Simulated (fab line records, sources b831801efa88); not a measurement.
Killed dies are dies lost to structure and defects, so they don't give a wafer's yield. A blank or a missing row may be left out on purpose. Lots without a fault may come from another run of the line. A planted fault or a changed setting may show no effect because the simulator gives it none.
Problem report in the 8D (eight disciplines) form, filled by code | flow gf180mcu | the parts of the form that need people (team, actions taken, sign-off) are left out

1. THE PROBLEM
MIM_CVD_05_THK at GF_MIM_THK_MEAS_06 reads a mean of 38.6 nm on 1 wafer of 1 lot; wafers without a fault read 41.8 nm with a standard deviation of 0.66. That is -4.8 standard deviations from the usual mean.
First seen on wafer L644.5, day 27 08:05, on film_metro-01. The record holds 36 wafers of 12 lots with a number at this step. Rule for "out", or "out of limits": more than 4 standard deviations from the usual mean. The other wafers with a number count as sound.

2. WHAT IT IS AND WHAT IT IS NOT
question                    | is                | is not
which readings at this step | MIM_CVD_05_THK    | -
which lots                  | L644              | L636, L637, L639, L640, L650, L653, L654, L655, L656, L657, L658
which wafers of those lots  | L644.5            | L644.1, L644.3
read on which gauges        | film_metro-01     | film_metro-02, film_metro-04
when                        | from day 27 08:05 | up to then (14 sound wafers); but 21 sound wafers of L650, L653, L654, L655, L656, L657, L658 came after

3. SUSPECTS, AND WHAT RULES EACH OUT
Counting: a tool at a process step up to the reading stays a suspect if it ran every lot that is out. Sound lots after the first of them don't rule it out here, since some wafers of a struck lot are sound.
- the gauge at GF_MIM_THK_MEAS_06: ruled out. All the wafers that are out were read on film_metro-01, but those of them that GF_MIM_CVD_05 has rows for are out there too, on other tools.
- plasma_asher-04 at GF_V3_STRIP_18 (strips in O2/N2): kept. It ran the lot that is out, L644 (day 25 09:33); its last sound lot up to then is L639 (day 23 14:49).
- pecvd-04 at GF_MIM_CVD_05 (deposits Si3N4, target thk 42 nm, time 29.086 s): kept. It ran the lot that is out, L644 (day 27 08:04); its last sound lot up to then is L640 (day 25 22:11). Its own readings are out on those wafers: run_length_s.
- Within plasma_asher-04 at GF_V3_STRIP_18: the wafers that are out ran in chamber 0; their sound lot-mates ran in chamber 1.
Left after counting: plasma_asher-04 at GF_V3_STRIP_18, pecvd-04 at GF_MIM_CVD_05.

4. THE CAUSE (what the simulator had put in)
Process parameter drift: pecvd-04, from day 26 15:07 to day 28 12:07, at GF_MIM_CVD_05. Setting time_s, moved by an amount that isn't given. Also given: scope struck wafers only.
Counting left 2 suspects, and this tool is among them.

5. THE CHAIN OF EFFECTS, in route order
Each row: a reading whose mean over the struck wafers that have a number lies more than 3 standard deviations from the usual. Only readings for which the record gives a usual standard deviation are gone through. hours: the time from each lot's start at the first step in this table that gives one to its start at this step, as a median over the lots. sigmas: the change in usual standard deviations.
hours | step               | reading        | usual   | on struck wafers | change | sigmas
0     | GF_MIM_CVD_05      | run_length_s   | 57.0 s  | 54.8             | -2.2   | -4.1
0     | GF_MIM_THK_MEAS_06 | MIM_CVD_05_THK | 41.8 nm | 38.6             | -3.2   | -4.8
The process steps in it:
- GF_MIM_CVD_05: deposits Si3N4, target thk 42 nm, time 29.086 s.

6. WHAT WOULD HAVE CAUGHT IT SOONER
In this record the first reading out of limits at a measuring or inspecting step was taken at day 27 08:05, 17 hours after the fault began at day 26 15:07.
The tool's own readings at GF_MIM_CVD_05 were out on every struck wafer that the step has a row for (run_length_s): an alarm limit on them would have fired on the first of those.
All the lots that are out (1) had begun GF_MIM_CVD_05 on pecvd-04 by day 27 08:05. A hold on the tool at that time would have spared none of them.
